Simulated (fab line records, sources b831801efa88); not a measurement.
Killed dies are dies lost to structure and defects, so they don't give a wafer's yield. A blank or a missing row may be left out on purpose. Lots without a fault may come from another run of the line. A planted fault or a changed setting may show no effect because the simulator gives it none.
Which tool did it? | flow sky130 | 11 lots, 33 wafers sampled, at 5 steps of a route of 708

WHAT THE GAUGES READ, wafer by wafer
SKY_NWELL_TW_MEAS_26. Usual: NWELL_2_TW 499.8, standard deviation 2.5.
lot  | measured     | on            | NWELL_2_TW        | flag
L999 | day 5 11:04  | film_metro-03 | 499.7 498.1 499.9 |
L100 | day 5 15:07  | film_metro-03 | 499.5 497.6 497.9 |
L104 | day 6 21:16  | film_metro-04 | 501.2 499.2 501.9 |
L106 | day 7 09:38  | film_metro-04 | 501.2 502.1 500.2 |
L113 | day 9 03:38  | film_metro-02 | 502.6 501.2 502.4 |
L114 | day 9 11:04  | film_metro-03 | 494.8 496.0 495.9 |
L115 | day 9 16:09  | film_metro-02 | 500.9 501.4 501.7 |
L117 | day 10 08:37 | film_metro-04 | 500.8 497.1 499.0 |
L118 | day 10 12:11 | film_metro-04 | 499.7 501.4 500.0 |
L119 | day 10 18:28 | film_metro-03 | 496.0 493.5 493.1 |
L121 | day 11 03:43 | film_metro-03 | 496.7 497.4 497.8 |

WHICH TOOL RAN EACH LOT (tool, then ch and the chambers of the sampled wafers, then the start)
lot  | SKY_FIELD_ISO_ETCH_17           | SKY_PWDE_SOFTBAKE_03             | SKY_PWDE_STRIP_09                   | SKY_NWELL_STRIP_25
L999 | rie_si-02 ch 0,2,3, day 2 10:42 | litho_track-03 ch 0, day 3 16:44 | plasma_asher-03 ch 0, day 4 00:19   | plasma_asher-03 ch 0,1, day 5 10:58
L100 | rie_si-01 ch 0,2,3, day 2 14:39 | litho_track-04 ch 0, day 3 20:11 | plasma_asher-01 ch 0,1, day 4 04:25 | plasma_asher-02 ch 0,1, day 5 15:01
L104 | rie_si-02 ch 1,2,3, day 3 13:51 | litho_track-03 ch 0, day 4 22:25 | plasma_asher-01 ch 0,1, day 5 07:44 | plasma_asher-02 ch 0,1, day 6 21:10
L106 | rie_si-01 ch 0,1,2, day 4 02:56 | litho_track-03 ch 0, day 5 10:15 | plasma_asher-01 ch 0,1, day 5 20:07 | plasma_asher-04 ch 0,1, day 7 09:33
L113 | rie_si-02 ch 1,2,3, day 5 13:19 | litho_track-04 ch 0, day 7 00:04 | plasma_asher-02 ch 0,1, day 7 09:23 | plasma_asher-02 ch 0,1, day 9 03:31
L114 | rie_si-01 ch 0,1,3, day 5 19:46 | litho_track-04 ch 0, day 7 05:46 | plasma_asher-01 ch 0, day 7 15:46   | plasma_asher-04 ch 0,1, day 9 10:58
L115 | rie_si-02 ch 0,1,3, day 5 23:05 | litho_track-04 ch 0, day 7 10:41 | plasma_asher-01 ch 0,1, day 7 21:13 | plasma_asher-02 ch 0,1, day 9 16:03
L117 | rie_si-02 ch 2,3, day 6 08:51   | litho_track-03 ch 0, day 8 00:58 | plasma_asher-02 ch 0,1, day 8 11:40 | plasma_asher-04 ch 0,1, day 10 08:31
L118 | rie_si-01 ch 0,2,3, day 6 13:34 | litho_track-03 ch 0, day 8 04:51 | plasma_asher-01 ch 0,1, day 8 16:09 | plasma_asher-02 ch 0,1, day 10 12:06
L119 | rie_si-02 ch 0,2,3, day 6 18:06 | litho_track-04 ch 0, day 8 10:59 | plasma_asher-02 ch 0,1, day 8 22:01 | plasma_asher-03 ch 0,1, day 10 18:22
L121 | rie_si-02 ch 1,2, day 7 05:44   | litho_track-01 ch 0, day 8 20:14 | plasma_asher-02 ch 0,1, day 9 07:01 | plasma_asher-04 ch 0,1, day 11 03:36
- SKY_FIELD_ISO_ETCH_17: etches Si in HBr/Cl2/O2, target depth 342 nm, time 97.7 s.
- SKY_PWDE_SOFTBAKE_03
- SKY_PWDE_STRIP_09: strips in O2/N2.
- SKY_NWELL_STRIP_25: strips in O2/N2.

WHAT THE TOOLS THEMSELVES READ (means of the sampled wafers that have a number; where no wafer has one, the mark that the record gives instead)
SKY_FIELD_ISO_ETCH_17. Usual: drypump_motor_current_A 5.8 A, standard deviation 0.43; oes_product_au 0.995 a.u., standard deviation 0.0084; rf_fwd_power_W 596.6 W, standard deviation 2; throttle_valve_pct 25.658 %, standard deviation 0.011.
lot  | tool      | drypump_motor_current_A (A) | oes_product_au (a.u.) | rf_fwd_power_W (W) | throttle_valve_pct (%) | flag
L999 | rie_si-02 | 5.5                         | 1.003                 | 595.1              | 25.646                 |
L100 | rie_si-01 | 6.1                         | 0.980                 | 596.5              | 25.667                 |
L104 | rie_si-02 | 5.7                         | 1.006                 | 597.5              | 25.658                 |
L106 | rie_si-01 | 6.1                         | 0.990                 | 595.2              | 25.660                 |
L113 | rie_si-02 | 5.7                         | 1.002                 | 597.4              | 25.659                 |
L114 | rie_si-01 | 6.1                         | 0.997                 | 597.6              | 25.665                 |
L115 | rie_si-02 | 5.7                         | 0.992                 | 596.6              | 25.667                 |
L117 | rie_si-02 | 5.5                         | 0.995                 | 595.2              | 25.653                 |
L118 | rie_si-01 | 6.1                         | 0.993                 | 597.7              | 25.663                 |
L119 | rie_si-02 | 5.5                         | 1.000                 | 595.0              | 25.653                 |
L121 | rie_si-02 | 5.4                         | 1.005                 | 598.3              | 25.650                 |

SKY_PWDE_SOFTBAKE_03. Usual: chill_plate_temp_C 22.99 C, standard deviation 0.11; heater_power_total_W 65.32 W, standard deviation 0.13; plate_temp_C 110.01 C, standard deviation 0.14.
lot  | tool           | chill_plate_temp_C (C) | heater_power_total_W (W) | plate_temp_C (C) | flag
L999 | litho_track-03 | 23.16                  | 65.32                    | 109.84           |
L100 | litho_track-04 | 23.16                  | 65.39                    | 109.95           |
L104 | litho_track-03 | 23.08                  | 70.08                    | 115.81           | OFF
L106 | litho_track-03 | 22.95                  | 69.93                    | 116.00           | OFF
L113 | litho_track-04 | 23.09                  | 65.30                    | 109.92           |
L114 | litho_track-04 | 22.96                  | 65.34                    | 110.10           |
L115 | litho_track-04 | 23.00                  | 65.33                    | 110.06           |
L117 | litho_track-03 | 22.88                  | 65.35                    | 110.25           |
L118 | litho_track-03 | 22.91                  | 65.27                    | 109.98           |
L119 | litho_track-04 | 23.04                  | 65.23                    | 109.97           |
L121 | litho_track-01 | 22.98                  | 65.39                    | 110.03           |

SKY_PWDE_STRIP_09. Usual: drypump_motor_current_A 5.7 A, standard deviation 0.51; o2_flow_sccm 2999 sccm, standard deviation 7.1; oes_product_au 0.722 a.u., standard deviation 0.005; strip_time_to_endpoint_s 36.88 s, standard deviation 0.097.
lot  | tool            | drypump_motor_current_A (A) | o2_flow_sccm (sccm) | oes_product_au (a.u.) | strip_time_to_endpoint_s (s) | flag
L999 | plasma_asher-03 | 4.8                         | 3003                | 0.723                 | 36.93                        |
L100 | plasma_asher-01 | 5.9                         | 2993                | 0.724                 | 36.85                        |
L104 | plasma_asher-01 | 5.9                         | 3000                | 0.721                 | 36.44                        | OFF
L106 | plasma_asher-01 | 5.9                         | 3003                | 0.720                 | 36.30                        | OFF
L113 | plasma_asher-02 | 5.9                         | 2994                | 0.719                 | 36.86                        |
L114 | plasma_asher-01 | 5.2                         | 3011                | 0.723                 | 36.76                        |
L115 | plasma_asher-01 | 5.5                         | 3003                | 0.725                 | 36.94                        |
L117 | plasma_asher-02 | 5.9                         | 2997                | 0.723                 | 36.84                        |
L118 | plasma_asher-01 | 5.6                         | 2998                | 0.714                 | 36.73                        |
L119 | plasma_asher-02 | 5.9                         | 3003                | 0.727                 | 36.86                        |
L121 | plasma_asher-02 | 5.9                         | 2994                | 0.727                 | 36.82                        |

SKY_NWELL_STRIP_25. Usual: drypump_motor_current_A 5.6 A, standard deviation 0.53; o2_flow_sccm 3000 sccm, standard deviation 8.5; oes_product_au 0.722 a.u., standard deviation 0.0046; strip_time_to_endpoint_s 36.90 s, standard deviation 0.1.
lot  | tool            | drypump_motor_current_A (A) | o2_flow_sccm (sccm) | oes_product_au (a.u.) | strip_time_to_endpoint_s (s) | flag
L999 | plasma_asher-03 | 5.5                         | 3001                | 0.719                 | 36.59                        | OFF
L100 | plasma_asher-02 | 5.9                         | 2990                | 0.720                 | 36.90                        |
L104 | plasma_asher-02 | 5.9                         | 3004                | 0.723                 | 36.91                        |
L106 | plasma_asher-04 | 5.3                         | 3004                | 0.722                 | 36.91                        |
L113 | plasma_asher-02 | 5.9                         | 2999                | 0.724                 | 36.96                        |
L114 | plasma_asher-04 | 5.8                         | 2994                | 0.724                 | 37.03                        |
L115 | plasma_asher-02 | 5.9                         | 3003                | 0.725                 | 36.97                        |
L117 | plasma_asher-04 | 5.7                         | 3002                | 0.726                 | 36.93                        |
L118 | plasma_asher-02 | 5.9                         | 3000                | 0.722                 | 37.03                        |
L119 | plasma_asher-03 | 5.5                         | 3017                | 0.727                 | 37.00                        |
L121 | plasma_asher-04 | 5.7                         | 3006                | 0.725                 | 36.84                        |

THE ANSWER, worked out from the rows above alone
Rule: a lot is off if the mean of its wafers that have a number lies more than 3 standard deviations from the usual mean. A lot without any number at a reading at which 4 lots or more have one is off too. The other lots that the step has rows for count as sound. The gauges are gone through in route order, then the tools' own readings, and for those a lot's mean is taken as printed above. The first step at which some lot is off is used, and at that step the reading that is off furthest; a lot without a number counts as furthest.
Off: L104, L106, at SKY_PWDE_SOFTBAKE_03 (plate_temp_C).
A tool fits if, at that step or a process step before it, it ran every lot that is off, and no sound lot after the first of them. None of those tried fits.

WHAT THE SIMULATOR HAD PUT IN
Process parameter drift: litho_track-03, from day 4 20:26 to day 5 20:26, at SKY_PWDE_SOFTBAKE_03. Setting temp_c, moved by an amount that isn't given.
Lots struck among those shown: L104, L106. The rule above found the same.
